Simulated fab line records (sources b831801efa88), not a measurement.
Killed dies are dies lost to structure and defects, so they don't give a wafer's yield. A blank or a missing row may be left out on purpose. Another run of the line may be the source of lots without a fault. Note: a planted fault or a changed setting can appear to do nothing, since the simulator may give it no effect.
A lot that was struck, set against a sound lot -- flow gf180mcu -- 14 steps out of a route of 602
Sound: these wafers, L950.2, L950.4, L950.6. Wafers L955.2, L955.5, L955.6 were the ones struck. The cause is given at the end.
Each step with rows lists, per side, the tool, then ch with its chambers, then its first start. Under that, the readings that differ: sound wafers -- struck wafers -- difference of the means -- sigmas: that difference in standard deviations of wafers without a fault.
alike: words and numbers the same on both sides, and readings whose means are apart by under 2 such deviations; not compared: readings that were withheld, readings missing a value for some wafer, numbers with overlapping values and no deviation given by the record, and bounds like >300 which may hide the same value.
A row with sigmas, a row that says differs or no value, or rows on one side alone: a step with any of these is where the two part. When numbers do not overlap yet have no deviation, they are printed without sigmas and do not part them. A reading that every wafer of one side lacks parts them only if that side has two wafers or more.

first, 6 steps without rows for these wafers: GF_M4_HMDS_08 (prime time 60 s); GF_M4_COAT_09 (resist thk 1000 nm); GF_M4_SOFTBAKE_10 (time 60 s); GF_M4_EXPOSE_11 (exposes mask Metal4, target cd 280 nm); GF_M4_PEB_12 (peb time 90 s); GF_M4_DEVELOP_13 (develop time 60 s).
GF_M4_CD_MEAS_14: target cd 280 nm.
  sound on cdSem-02, day 23 20:02; struck on cdSem-01, day 25 19:53
  alike: cdNm
GF_M4_OVL_MEAS_15:
  sound on overlay-02, day 23 20:08; struck on overlay-01, day 25 19:59
  alike: M4_OVL
GF_M4_METAL_ETCH_16: etches the open film in Cl2/BCl3, stops on SiO2, target depth 750.8 nm, time 125.1 s.
  sound on rieMetal-02 ch 1, day 23 20:10; struck on rieMetal-03 ch 0,1, day 25 20:01
reading,sound,struck,difference,sigmas
oesProductAu (a.u.),0.988 0.990 1.000,0.978 0.973 0.983,-0.015,-2
  alike: drypumpMotorCurrentA, heBacksideLeakSccm, throttleValvePct
  not compared: rfHoursCounterH
GF_M4_STRIP_17: strips in O2/N2.
  sound on plasmaAsher-01 ch 0,1, day 23 20:17; struck on plasmaAsher-02 ch 0,1, day 25 20:08
reading,sound,struck,difference,sigmas
heaterPowerW (W),345 353 344,300 294 321,-42,-2
  alike: drypumpMotorCurrentA, oesProductAu, stripTimeToEndpointS
  not compared: rfHoursCounterH
then, 2 steps without rows for these wafers: GF_M4_STRIP_18 (strips in post etch residue remover, time 1200 s); GF_M4_CLEAN_19 (cleans in DIW).
GF_V4_CVD_00: deposits SiO2, target thk 600 nm, time 100 s.
  sound on hdpcvd-02 ch 1,2, day 23 20:50; struck on hdpcvd-01 ch 0,2, day 25 20:41
  no value came back on the struck wafers for pressureMtorr (mTorr), runLengthS (s), sih4FlowSccm (sccm), susceptorTempC (C); on the sound wafers pressureMtorr (mTorr) reads 6.008 6.001 6.006
GF_PASSIVATION_PROBE_99:
  rows exist in the record for the sound wafers here (prober-02, day 29 08:23), none for the struck ones

## WHERE THEY PART
At GF_M4_METAL_ETCH_16 first; at GF_PASSIVATION_PROBE_99 last (within this record only).

WHY: the cause the simulator had injected
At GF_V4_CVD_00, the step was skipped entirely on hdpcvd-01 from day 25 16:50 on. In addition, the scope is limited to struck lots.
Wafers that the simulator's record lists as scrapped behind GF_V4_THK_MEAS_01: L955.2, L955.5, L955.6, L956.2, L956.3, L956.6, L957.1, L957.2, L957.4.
